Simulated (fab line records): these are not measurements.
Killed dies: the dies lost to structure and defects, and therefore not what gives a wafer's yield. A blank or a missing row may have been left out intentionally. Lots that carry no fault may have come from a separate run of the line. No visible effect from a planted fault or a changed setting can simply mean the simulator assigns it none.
fab line records | flow sky130
[record] lots = 12 | wafers = 36 | last_day = 50
route steps=708 shown NWELL@78 VT_ADJUST_LVTN@107 VT_ADJUST_HVTR@140
lots with no fault: from the same line, run without faults
start_h: start of the lot's first displayed wafer, in hours after the record's first day | wait_h: hours from the lot's prior step to this one | " the same as in the row above | L1.1+2: a row that stands for several wafers | - value missing, or start not given | * or withheld: withheld | < > ~ a bound
route shown NAME@n: a module of which the file shows steps, and the number in the route of the first | usual: mean/standard deviation taken from wafers without a fault | same: alike in all rows | chamber/n: place in a boat | sites: per-site readings | _std_site: the standard deviation of these | _edge_site: inner sites' mean taken away from outer sites' mean | radius_mm: for every site, how far away it sits from the centre of the wafer | mask NAME#n: copy n | behind: the tool/chamber that last shaped the wafer | hold: why the lot went on hold/how many hours it stayed there/how the hold came to an end | device: the transistor (n, p or np) that didn't switch | end of line: the same wafers' tests at the end of the route | step lacking rows: just its recipe | killed: count of dies lost to structure and defects at first sort (not the wafer's yield) | map: per-die view of a wafer (x killed, . not killed, _ where there is no die)
set.NAME: the setting as run; set.NAME@STEP: as run at that earlier step | model.NAME: the simulator's own value behind a step, which no gauge read
steps of the route over a sample of lots; a table a step, a row a wafer
services: the hour from which a tool's chamber was out of use, counted from the record's first day as start_h (under 0 if before that day), plus the number of hours and why
[[steps]]
[step SKY_NWELL_STRIP_25]
[recipe] chemistry = O2/N2 | power_w = 1400 | pressure_mtorr = 1500 | platen_temp_c = withheld | o2_flow_sccm = 3000 | n2_flow_sccm = 300 | overash_fraction = 0.5
[usual] drypump_motor_current_A = 5.8/0.48 | n2_flow_sccm = 300.1/0.75 | oes_product_au = 0.723/0.0046 | strip_time_to_endpoint_s = 36.94/0.11
lot.wafer | tool            | chamber | start_h | wait_h | drypump_motor_current_A | n2_flow_sccm | oes_product_au | rf_hours_counter_h | strip_time_to_endpoint_s
L612.1    | plasma_asher-03 | 1       | 103.12  | 0.1    | 5.8                     | 300.8        | 0.725          | 39                 | 36.83
L612.4    | "               | 1       | "       | "      | 5.8                     | 301.6        | 0.725          | -                  | 36.82
L612.6    | "               | 0       | "       | "      | 6.5                     | 299.6        | 0.731          | -                  | 36.79
L613.1    | plasma_asher-03 | 0       | 109.47  | 0.1    | 6.5                     | 300.1        | 0.722          | 40                 | 36.90
L613.4    | "               | 0       | "       | "      | 6.5                     | 298.8        | 0.730          | -                  | 36.96
L613.5    | "               | 1       | "       | "      | 5.8                     | 300.3        | 0.716          | -                  | 36.82
L615.2    | plasma_asher-03 | 0       | 120.22  | 0.1    | 6.5                     | 300.4        | 0.718          | 41                 | 36.85
L615.3    | "               | 0       | "       | "      | 6.5                     | 300.6        | 0.724          | -                  | 36.92
L615.5    | "               | 1       | "       | "      | 5.8                     | 299.9        | 0.713          | -                  | 36.98
L616.1    | plasma_asher-02 | 0       | 127.76  | 0.1    | 5.3                     | 299.1        | 0.724          | 44                 | 36.83
L616.2    | "               | 1       | "       | "      | 6.1                     | 299.4        | 0.730          | 44                 | 36.84
L616.5    | "               | 0       | "       | "      | 5.3                     | 300.2        | 0.713          | -                  | 36.86
L617.2    | plasma_asher-03 | 1       | 130.61  | 0.1    | 5.8                     | 299.2        | 0.723          | 42                 | 36.92
L617.3    | "               | 1       | "       | "      | 5.8                     | 298.4        | 0.729          | -                  | 36.96
L617.5    | "               | 1       | "       | "      | 5.8                     | 298.6        | 0.728          | -                  | 36.96
L618.1    | plasma_asher-01 | 1       | 135.57  | 0.1    | 5.7                     | 300.3        | 0.718          | 32                 | 37.07
L618.2    | "               | 0       | "       | "      | 5.1                     | 300.8        | 0.724          | 32                 | 37.05
L618.4    | "               | 0       | "       | "      | 5.1                     | 300.4        | 0.719          | -                  | 37.05
L619.2    | plasma_asher-01 | 1       | 143.12  | 0.1    | 5.7                     | 300.8        | 0.723          | 33                 | 36.84
L619.3    | "               | 1       | "       | "      | 5.7                     | 301.0        | 0.718          | -                  | 36.98
L619.4    | "               | 0       | "       | "      | 5.1                     | 301.8        | 0.726          | -                  | 36.97
L620.2    | plasma_asher-03 | 0       | 149.91  | 0.1    | 6.5                     | 299.8        | 0.731          | 44                 | 37.05
L620.3    | "               | 1       | "       | "      | 5.8                     | 301.1        | 0.724          | -                  | 36.92
L620.6    | "               | 0       | "       | "      | 6.5                     | 299.8        | 0.720          | -                  | 37.10
L628.1    | plasma_asher-02 | 0       | 203.92  | 0.1    | 5.3                     | 300.1        | 0.722          | 51                 | 36.84
L628.2    | "               | 1       | "       | "      | 6.1                     | 298.9        | 0.718          | 51                 | 36.88
L628.5    | "               | 1       | "       | "      | 6.1                     | 299.6        | 0.717          | -                  | 36.84
L627.4    | plasma_asher-03 | 1       | 204.96  | 0.1    | 5.8                     | 300.4        | 0.716          | -                  | 36.76
L627.5    | "               | 0       | "       | "      | 6.5                     | 300.2        | 0.727          | -                  | 37.08
L627.6    | "               | 1       | "       | "      | 5.8                     | 299.7        | 0.722          | -                  | 36.75
L634.1    | plasma_asher-01 | 0       | 237.02  | 0.1    | 5.1                     | 301.5        | 0.728          | 43                 | 36.86
L634.3    | "               | 0       | "       | "      | 5.1                     | 300.9        | 0.717          | -                  | 36.79
L634.4    | "               | 1       | "       | "      | 5.7                     | 300.6        | 0.719          | -                  | 36.84
L635.2    | plasma_asher-01 | 0       | 243.47  | 0.1    | 5.1                     | 299.7        | 0.726          | 43                 | 36.85
L635.5    | "               | 1       | "       | "      | 5.7                     | 300.1        | 0.731          | -                  | 37.04
L635.6    | "               | 0       | "       | "      | 5.1                     | 300.8        | 0.716          | -                  | 36.85
[step SKY_NWELL_TW_MEAS_26]
[usual] NWELL_2_TW = 493/3.9
lot.wafer | tool          | chamber | start_h | wait_h | NWELL_2_TW
L612.1    | film_metro-01 | -       | 103.22  | 0.1    | 489
L612.4    | "             | -       | "       | "      | 486
L612.6    | "             | -       | "       | "      | 486
L613.1    | film_metro-02 | -       | 109.57  | 0.1    | 493
L613.4    | "             | -       | "       | "      | 492
L613.5    | "             | -       | "       | "      | 495
L615.2    | film_metro-04 | -       | 120.33  | 0.1    | 492
L615.3    | "             | -       | "       | "      | 495
L615.5    | "             | -       | "       | "      | 494
L616.1    | film_metro-01 | -       | 127.86  | 0.1    | 489
L616.2    | "             | -       | "       | "      | 491
L616.5    | "             | -       | "       | "      | 491
L617.2    | film_metro-02 | -       | 130.72  | 0.1    | 498
L617.3    | "             | -       | "       | "      | 497
L617.5    | "             | -       | "       | "      | 497
L618.1    | film_metro-01 | -       | 135.67  | 0.1    | 490
L618.2    | "             | -       | "       | "      | 491
L618.4    | "             | -       | "       | "      | 490
L619.2    | film_metro-02 | -       | 143.23  | 0.1    | 498
L619.3    | "             | -       | "       | "      | 498
L619.4    | "             | -       | "       | "      | 500
L620.2    | film_metro-04 | -       | 150.02  | 0.1    | 495
L620.3    | "             | -       | "       | "      | 496
L620.6    | "             | -       | "       | "      | 495
L628.1    | film_metro-01 | -       | 204.02  | 0.1    | 491
L628.2    | "             | -       | "       | "      | 490
L628.5    | "             | -       | "       | "      | 489
L627.4    | film_metro-02 | -       | 205.05  | 0.1    | 495
L627.5    | "             | -       | "       | "      | 496
L627.6    | "             | -       | "       | "      | 495
L634.1    | film_metro-02 | -       | 237.12  | 0.1    | 493
L634.3    | "             | -       | "       | "      | 494
L634.4    | "             | -       | "       | "      | 492
L635.2    | film_metro-01 | -       | 243.58  | 0.1    | 499
L635.5    | "             | -       | "       | "      | 498
L635.6    | "             | -       | "       | "      | 499
[step SKY_VT_ADJUST_LVTN_TW_MEAS_10]
[usual] VT_ADJUST_LVTN_TW = 241.0/1.7
lot.wafer | tool          | chamber | start_h | wait_h | VT_ADJUST_LVTN_TW
L612.1    | film_metro-03 | -       | 139.32  | 0.1    | 241.2
L612.4    | "             | -       | "       | "      | 242.3
L612.6    | "             | -       | "       | "      | 241.9
L613.1    | film_metro-01 | -       | 146.29  | 0.1    | 235.4
L613.4    | "             | -       | "       | "      | 237.5
L613.5    | "             | -       | "       | "      | 236.5
L615.2    | film_metro-02 | -       | 160.42  | 0.1    | 242.8
L615.3    | "             | -       | "       | "      | 242.0
L615.5    | "             | -       | "       | "      | 241.2
L616.1    | film_metro-03 | -       | 169.16  | 0.1    | 242.8
L616.2    | "             | -       | "       | "      | 241.9
L616.5    | "             | -       | "       | "      | 242.1
L617.2    | film_metro-02 | -       | 171.80  | 0.1    | 238.3
L617.3    | "             | -       | "       | "      | 240.6
L617.5    | "             | -       | "       | "      | 239.4
L618.1    | film_metro-02 | -       | 175.39  | 0.1    | 239.9
L618.2    | "             | -       | "       | "      | 239.8
L618.4    | "             | -       | "       | "      | 239.9
L619.2    | film_metro-02 | -       | 184.87  | 0.1    | 239.5
L619.3    | "             | -       | "       | "      | 239.5
L619.4    | "             | -       | "       | "      | 240.5
L620.2    | film_metro-03 | -       | 192.88  | 0.1    | 240.7
L620.3    | "             | -       | "       | "      | 240.9
L620.6    | "             | -       | "       | "      | 241.1
L628.1    | film_metro-03 | -       | 248.94  | 0.1    | 242.8
L628.2    | "             | -       | "       | "      | 243.0
L628.5    | "             | -       | "       | "      | 243.4
L627.4    | film_metro-03 | -       | 250.52  | 0.1    | 241.8
L627.5    | "             | -       | "       | "      | 241.7
L627.6    | "             | -       | "       | "      | 241.7
L634.1    | film_metro-03 | -       | 286.57  | 0.1    | 242.9
L634.3    | "             | -       | "       | "      | 243.2
L634.4    | "             | -       | "       | "      | 241.5
L635.2    | film_metro-01 | -       | 292.68  | 0.1    | 239.0
L635.5    | "             | -       | "       | "      | 240.4
L635.6    | "             | -       | "       | "      | 240.1
[step SKY_VT_ADJUST_HVTR_IMPLANT_09]
[recipe] species = B | energy_kev = 10 | dose_cm2 = 2.1e+12 | tilt_deg = withheld
[usual] beam_on_s = 9.99/0.19 | faraday_current_uA = 11.85/0.22
lot.wafer | tool         | chamber | start_h | wait_h | beam_on_s | faraday_current_uA
L612.1    | implanter-04 | 0       | 201.39  | 0.0    | 10.26     | 11.55
L612.4    | "            | 0       | "       | "      | 10.18     | 11.59
L612.6    | "            | 0       | "       | "      | 9.95      | 11.93
L613.1    | implanter-01 | 0       | 209.79  | 0.0    | 9.98      | 11.87
L613.4    | "            | 0       | "       | "      | 9.96      | 11.89
L613.5    | "            | 0       | "       | "      | 10.04     | 11.80
L615.2    | implanter-01 | 0       | 224.17  | 0.0    | 10.33     | 11.46
L615.3    | "            | 0       | "       | "      | 10.09     | 11.71
L615.5    | "            | 0       | "       | "      | 10.06     | 11.81
L616.1    | implanter-04 | 0       | 234.08  | 0.0    | 10.04     | 11.79
L616.2    | "            | 0       | "       | "      | 10.11     | 11.74
L616.5    | "            | 0       | "       | "      | 9.92      | 11.97
L617.2    | implanter-03 | 0       | 237.85  | 0.0    | 10.01     | 11.79
L617.3    | "            | 0       | "       | "      | 10.04     | 11.75
L617.5    | "            | 0       | "       | "      | 10.00     | 11.85
L618.1    | implanter-04 | 0       | 239.89  | 0.0    | 9.75      | 12.10
L618.2    | "            | 0       | "       | "      | 9.90      | 11.99
L618.4    | "            | 0       | "       | "      | 10.00     | 11.85
L619.2    | implanter-04 | 0       | 250.77  | 0.0    | 10.20     | 11.63
L619.3    | "            | 0       | "       | "      | 10.13     | 11.75
L619.4    | "            | 0       | "       | "      | 10.07     | 11.72
L620.2    | implanter-01 | 0       | 260.77  | 0.0    | 9.82      | 11.97
L620.3    | "            | 0       | "       | "      | 10.02     | 11.79
L620.6    | "            | 0       | "       | "      | 10.01     | 11.85
L628.1    | implanter-01 | 0       | 325.38  | 0.0    | 8.61      | 13.70
L628.2    | "            | 0       | "       | "      | 8.28      | 14.33
L628.5    | "            | 0       | "       | "      | 8.30      | 14.22
L627.4    | implanter-01 | 0       | 326.92  | 0.1    | 8.24      | 14.37
L627.5    | "            | 0       | "       | "      | 8.33      | 14.29
L627.6    | "            | 0       | "       | "      | 8.32      | 14.29
L634.1    | implanter-03 | 0       | 366.53  | 0.0    | 9.91      | 11.95
L634.3    | "            | 0       | "       | "      | 9.68      | 12.23
L634.4    | "            | 0       | "       | "      | 9.89      | 11.99
L635.2    | implanter-03 | 0       | 373.46  | 0.0    | 9.91      | 11.91
L635.5    | "            | 0       | "       | "      | 10.15     | 11.74
L635.6    | "            | 0       | "       | "      | 10.06     | 11.80
[step SKY_VT_ADJUST_HVTR_TW_MEAS_11]
[usual] VT_ADJUST_HVTR_TW = 210.4/1.2
lot.wafer | tool          | chamber | start_h | wait_h | VT_ADJUST_HVTR_TW
L612.1    | film_metro-04 | -       | 201.64  | 0.1    | 211.3
L612.4    | "             | -       | "       | "      | 210.5
L612.6    | "             | -       | "       | "      | 210.3
L613.1    | film_metro-02 | -       | 210.04  | 0.1    | 210.6
L613.4    | "             | -       | "       | "      | 210.2
L613.5    | "             | -       | "       | "      | 210.6
L615.2    | film_metro-02 | -       | 224.40  | 0.1    | 209.8
L615.3    | "             | -       | "       | "      | 211.1
L615.5    | "             | -       | "       | "      | 209.8
L616.1    | film_metro-04 | -       | 234.33  | 0.1    | 211.1
L616.2    | "             | -       | "       | "      | 210.8
L616.5    | "             | -       | "       | "      | 210.3
L617.2    | film_metro-04 | -       | 238.09  | 0.1    | 211.7
L617.3    | "             | -       | "       | "      | 211.6
L617.5    | "             | -       | "       | "      | 210.7
L618.1    | film_metro-01 | -       | 240.14  | 0.1    | 211.1
L618.2    | "             | -       | "       | "      | 212.5
L618.4    | "             | -       | "       | "      | 211.4
L619.2    | film_metro-02 | -       | 251.00  | 0.1    | 208.3
L619.3    | "             | -       | "       | "      | 210.0
L619.4    | "             | -       | "       | "      | 209.1
L620.2    | film_metro-01 | -       | 261.00  | 0.1    | 211.5
L620.3    | "             | -       | "       | "      | 212.6
L620.6    | "             | -       | "       | "      | 211.1
L628.1    | film_metro-04 | -       | 325.63  | 0.1    | 199.4
L628.2    | "             | -       | "       | "      | 199.3
L628.5    | "             | -       | "       | "      | 199.9
L627.4    | film_metro-02 | -       | 327.12  | 0.1    | 199.9
L627.5    | "             | -       | "       | "      | 201.5
L627.6    | "             | -       | "       | "      | 202.2
L634.1    | film_metro-01 | -       | 366.78  | 0.1    | 210.0
L634.3    | "             | -       | "       | "      | 208.5
L634.4    | "             | -       | "       | "      | 207.6
L635.2    | film_metro-01 | -       | 373.70  | 0.1    | 209.2
L635.5    | "             | -       | "       | "      | 209.9
L635.6    | "             | -       | "       | "      | 209.7
[[services]]
tool            | chamber | start_h | hours | kind
implanter-01    | -       | 87.90   | 3.9   | repair
implanter-01    | -       | 89.88   | 0.6   | repair
implanter-03    | -       | 98.61   | 2.2   | repair
implanter-01    | -       | 113.09  | 3.5   | repair
plasma_asher-02 | -       | 157.08  | 3.6   | repair
implanter-01    | -       | 158.50  | 5.6   | repair
plasma_asher-03 | -       | 230.10  | 2.5   | repair
implanter-04    | -       | 259.89  | 6.4   | repair
plasma_asher-02 | -       | 266.38  | 7.5   | repair
plasma_asher-01 | -       | 279.79  | 3.9   | repair
implanter-03    | -       | 292.03  | 9.4   | pm
implanter-03    | -       | 305.80  | 1.5   | repair
plasma_asher-03 | -       | 332.09  | 1.1   | repair
implanter-01    | -       | 337.04  | 4.3   | pm
implanter-01    | -       | 341.87  | 1.5   | repair
implanter-04    | -       | 371.80  | 5.5   | pm
[[key]]
[first_sign] step = SKY_VT_ADJUST_HVTR_IMPLANT_09 | reading = faraday_current_uA | direction = up | sigmas = 10 | usual = 11.85 | struck = 14.20
[effect] step = SKY_VT_ADJUST_HVTR_IMPLANT_09 | reading = beam_on_s | direction = down | sigmas = 8.7 | usual = 9.99 | struck = 8.35
[effect] step = SKY_VT_ADJUST_HVTR_TW_MEAS_11 | reading = VT_ADJUST_HVTR_TW | direction = down | sigmas = 8.6 | usual = 210.4 | struck = 200.3
met_at SKY_VT_ADJUST_HVTR_IMPLANT_09
struck_lots L627,L628
tester_left_out L627,L628
not_acting_at SKY_NWELL_STRIP_25,SKY_NWELL_TW_MEAS_26,SKY_VT_ADJUST_LVTN_TW_MEAS_10
onset_between 260.77 325.38
[fault] kind = process_parameter_drift | tool = implanter-01 | chamber = - | onset_h = 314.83 | steps = SKY_VT_ADJUST_HVTR_IMPLANT_09 | channel = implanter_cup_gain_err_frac | offset = 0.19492 | shape = step | end_h = 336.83
// tester_left_out: of these lots the tester's yield and bins aren't shown, on N5 and GAA mostly nor the transistor test; their killed dies are dies lost to structure and defects alone, not to doping, threshold or leakage, so they don't give the yield
